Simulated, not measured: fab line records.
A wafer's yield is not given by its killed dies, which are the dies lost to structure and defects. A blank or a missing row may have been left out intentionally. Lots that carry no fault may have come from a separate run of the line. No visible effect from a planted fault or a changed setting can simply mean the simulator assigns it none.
Which tool did it? | flow gf180mcu | Sampling: 10 lots, 30 wafers, 6 of 602 route steps

== WHAT EACH GAUGE READ, for each wafer ==
GF_MIM_RS_MEAS_10: a four-point-probe measurement. Usual: for MIM_ALCU_RS the level is 0.1612 ohm/sq and the standard deviation is 0.0016.
lot  | measured     | on            | MIM_ALCU_RS (ohm/sq) | flag
L796 | day 25 19:55 | film-metro-01 | 0.1637 0.1608 0.1597 |
L798 | day 26 12:46 | film-metro-02 | 0.1630 0.1641 0.1615 |
L799 | day 26 20:02 | film-metro-03 | 0.1426 0.1423 0.1426 | OFF
L800 | day 27 01:37 | film-metro-02 | 0.1456 0.1430 0.1450 | OFF
L808 | day 29 07:52 | film-metro-03 | 0.1634 0.1607 0.1614 |
L811 | day 30 05:23 | film-metro-03 | 0.1605 0.1586 0.1568 |
L810 | day 30 06:56 | film-metro-03 | 0.1608 0.1626 0.1639 |
L813 | day 30 23:05 | film-metro-02 | 0.1606 0.1592 0.1593 |
L812 | day 31 00:56 | film-metro-02 | 0.1612 0.1592 0.1612 |
L814 | day 31 04:25 | film-metro-03 | 0.1604 0.1622 0.1634 |

GF_MIM_THK_MEAS_11: measures by xrf. Usual: for MIM_ALCU_THK the level is 200.7 nm and the standard deviation is 2.1.
lot  | measured     | on            | MIM_ALCU_THK (nm) | flag
L796 | day 25 20:01 | film-metro-01 | 198.2 202.4 203.2 |
L798 | day 26 12:52 | film-metro-02 | 198.7 198.2 199.6 |
L799 | day 26 20:09 | film-metro-03 | 225.9 225.8 225.5 | OFF
L800 | day 27 01:44 | film-metro-02 | 222.3 225.0 222.7 | OFF
L808 | day 29 07:59 | film-metro-03 | 198.0 201.3 201.4 |
L811 | day 30 05:29 | film-metro-03 | 201.5 203.3 204.6 |
L810 | day 30 07:02 | film-metro-03 | 200.5 198.9 197.7 |
L813 | day 30 23:13 | film-metro-02 | 200.9 202.8 202.4 |
L812 | day 31 01:04 | film-metro-02 | 200.7 203.6 200.4 |
L814 | day 31 04:32 | film-metro-03 | 200.3 197.9 198.3 |

== WHAT TOOL EACH LOT RAN ON (gives the tool, then ch and the chambers of the sampled wafers, and finally the start) ==
lot  | GF_V4_CVD_02                    | GF_MIM_SPUTTER_00            | GF_MIM_SPUTTER_03            | GF_MIM_SPUTTER_08
L796 | pecvd-01 ch 0,2, day 24 19:50   | pvd-sputter-01, day 25 19:29 | pvd-sputter-01, day 25 19:38 | pvd-sputter-02, day 25 19:50
L798 | pecvd-01 ch 0,1, day 25 13:14   | pvd-sputter-03, day 26 12:20 | pvd-sputter-03, day 26 12:29 | pvd-sputter-01, day 26 12:41
L799 | pecvd-04 ch 0,2, day 25 20:31   | pvd-sputter-03, day 26 19:37 | pvd-sputter-03, day 26 19:47 | pvd-sputter-02, day 26 19:59
L800 | pecvd-04 ch 0,1,2, day 26 02:27 | pvd-sputter-03, day 27 01:12 | pvd-sputter-03, day 27 01:22 | pvd-sputter-02, day 27 01:34
L808 | pecvd-04 ch 0,1,2, day 28 10:31 | pvd-sputter-01, day 29 07:27 | pvd-sputter-01, day 29 07:37 | pvd-sputter-03, day 29 07:48
L811 | pecvd-03 ch 0,1,2, day 29 08:18 | pvd-sputter-03, day 30 04:56 | pvd-sputter-03, day 30 05:05 | pvd-sputter-02, day 30 05:17
L810 | pecvd-04 ch 1,2, day 29 09:35   | pvd-sputter-03, day 30 06:28 | pvd-sputter-03, day 30 06:38 | pvd-sputter-02, day 30 06:50
L813 | pecvd-04 ch 0,1,2, day 30 02:34 | pvd-sputter-02, day 30 22:40 | pvd-sputter-02, day 30 22:50 | pvd-sputter-03, day 30 23:02
L812 | pecvd-03 ch 0,2, day 30 04:14   | pvd-sputter-02, day 31 00:31 | pvd-sputter-02, day 31 00:41 | pvd-sputter-03, day 31 00:53
L814 | pecvd-03 ch 0,2, day 30 07:53   | pvd-sputter-03, day 31 03:59 | pvd-sputter-03, day 31 04:09 | pvd-sputter-02, day 31 04:21
- GF_V4_CVD_02: deposits SiO2 from TEOS, target thk 850 nm, time 94.851 s.
- GF_MIM_SPUTTER_00: material Ti, target thk 37.5 nm, time 150 s.
- GF_MIM_SPUTTER_03: material Ti, target thk 10 nm, time 6.7 s.
- GF_MIM_SPUTTER_08: material AlCu, target thk 200 nm, time 10.6 s.

== AS READ BY THE TOOLS THEMSELVES (means over the sampled wafers that have a number; for cases with no such wafer, the mark the record gives instead) ==
GF_V4_CVD_02. Usual: heater-power-outer-w 392 W, standard deviation 71; heater-power-w 668 W, standard deviation 120.
lot  | tool     | heater-power-outer-w (W) | heater-power-w (W) | flag
L796 | pecvd-01 | 458                      | 785                |
L798 | pecvd-01 | 463                      | 817                |
L799 | pecvd-04 | 376                      | 619                |
L800 | pecvd-04 | 373                      | 628                |
L808 | pecvd-04 | 362                      | 601                |
L811 | pecvd-03 | 360                      | 632                |
L810 | pecvd-04 | 405                      | 685                |
L813 | pecvd-04 | 366                      | 616                |
L812 | pecvd-03 | 394                      | 651                |
L814 | pecvd-03 | 386                      | 629                |

GF_MIM_SPUTTER_00. Usual: cathode-dc-power-W 4000.1 W, standard deviation 0.77; substrate-temp-c 200.00 C, standard deviation 0.15; throttle-valve-pct 29.8 %, standard deviation 1.4.
lot  | tool           | cathode-dc-power-W (W) | substrate-temp-c (C) | throttle-valve-pct (%) | flag
L796 | pvd-sputter-01 | 4000.6                 | 199.95               | 29.6                   |
L798 | pvd-sputter-03 | 4000.0                 | 200.01               | 29.0                   |
L799 | pvd-sputter-03 | 3998.9                 | 200.06               | 29.6                   |
L800 | pvd-sputter-03 | 4000.3                 | 200.07               | 29.4                   |
L808 | pvd-sputter-01 | 4000.3                 | 200.02               | 29.1                   |
L811 | pvd-sputter-03 | 4000.2                 | 199.97               | 28.9                   |
L810 | pvd-sputter-03 | 4000.0                 | 200.06               | 30.0                   |
L813 | pvd-sputter-02 | 4000.4                 | 200.04               | 32.2                   |
L812 | pvd-sputter-02 | 4000.9                 | 199.99               | 29.5                   |
L814 | pvd-sputter-03 | 3999.9                 | 200.09               | 28.9                   |

GF_MIM_SPUTTER_03. Usual: cathode-dc-power-W 3000.0 W, standard deviation 0.57; substrate-temp-c 300.00 C, standard deviation 0.21; throttle-valve-pct 29.8 %, standard deviation 1.4.
lot  | tool           | cathode-dc-power-W (W) | substrate-temp-c (C) | throttle-valve-pct (%) | flag
L796 | pvd-sputter-01 | 3000.6                 | 299.96               | 29.7                   |
L798 | pvd-sputter-03 | 2999.8                 | 299.97               | 28.9                   |
L799 | pvd-sputter-03 | 2999.8                 | 300.08               | 29.5                   |
L800 | pvd-sputter-03 | 2999.7                 | 300.04               | 29.5                   |
L808 | pvd-sputter-01 | 3000.4                 | 299.82               | 29.2                   |
L811 | pvd-sputter-03 | 3000.1                 | 299.94               | 29.0                   |
L810 | pvd-sputter-03 | 2999.8                 | 299.92               | 30.1                   |
L813 | pvd-sputter-02 | 3000.2                 | 300.25               | 32.0                   |
L812 | pvd-sputter-02 | 3000.1                 | 300.09               | 29.7                   |
L814 | pvd-sputter-03 | 3000.1                 | 299.90               | 29.0                   |

GF_MIM_SPUTTER_08. Usual: cathode-dc-power-W 10600 W, standard deviation 1.9; throttle-valve-pct 30.1 %, standard deviation 1.6.
lot  | tool           | cathode-dc-power-W (W) | throttle-valve-pct (%) | flag
L796 | pvd-sputter-02 | 10599                  | 29.9                   |
L798 | pvd-sputter-01 | 10597                  | 29.2                   |
L799 | pvd-sputter-02 | 11834                  | 29.4                   | OFF
L800 | pvd-sputter-02 | 11836                  | 31.5                   | OFF
L808 | pvd-sputter-03 | 10600                  | 29.4                   |
L811 | pvd-sputter-02 | 10600                  | 30.9                   |
L810 | pvd-sputter-02 | 10599                  | 31.6                   |
L813 | pvd-sputter-03 | 10602                  | 28.8                   |
L812 | pvd-sputter-03 | 10599                  | 29.1                   |
L814 | pvd-sputter-02 | 10598                  | 32.0                   |

== THE ANSWER, worked out from the rows above alone ==
Rule: take the mean of a lot's wafers that have a number; if it is more than 3 standard deviations from the usual mean, the lot is off. Also off: a lot with no number at a reading for which 4 or more lots have one. All remaining lots with rows at the step are treated as sound. Order of review: gauges by route order, followed by the tools' own readings, for which a lot's mean as printed above is used. The first step at which some lot is off is used, and at that step the reading that is off furthest; a lot without a number counts as furthest.
Off: L799, L800, at GF_MIM_RS_MEAS_10 (MIM_ALCU_RS).
A tool fits if, at a process step before that reading, it ran every lot that is off, and no sound lot after the first of them. The gauges at GF_MIM_RS_MEAS_10 aren't tried: what is off there is off at GF_MIM_SPUTTER_08 too, on other tools, and a gauge's error can't cause that. No candidate that was tried fits.

== WHAT THE SIMULATOR HAD INSERTED ==
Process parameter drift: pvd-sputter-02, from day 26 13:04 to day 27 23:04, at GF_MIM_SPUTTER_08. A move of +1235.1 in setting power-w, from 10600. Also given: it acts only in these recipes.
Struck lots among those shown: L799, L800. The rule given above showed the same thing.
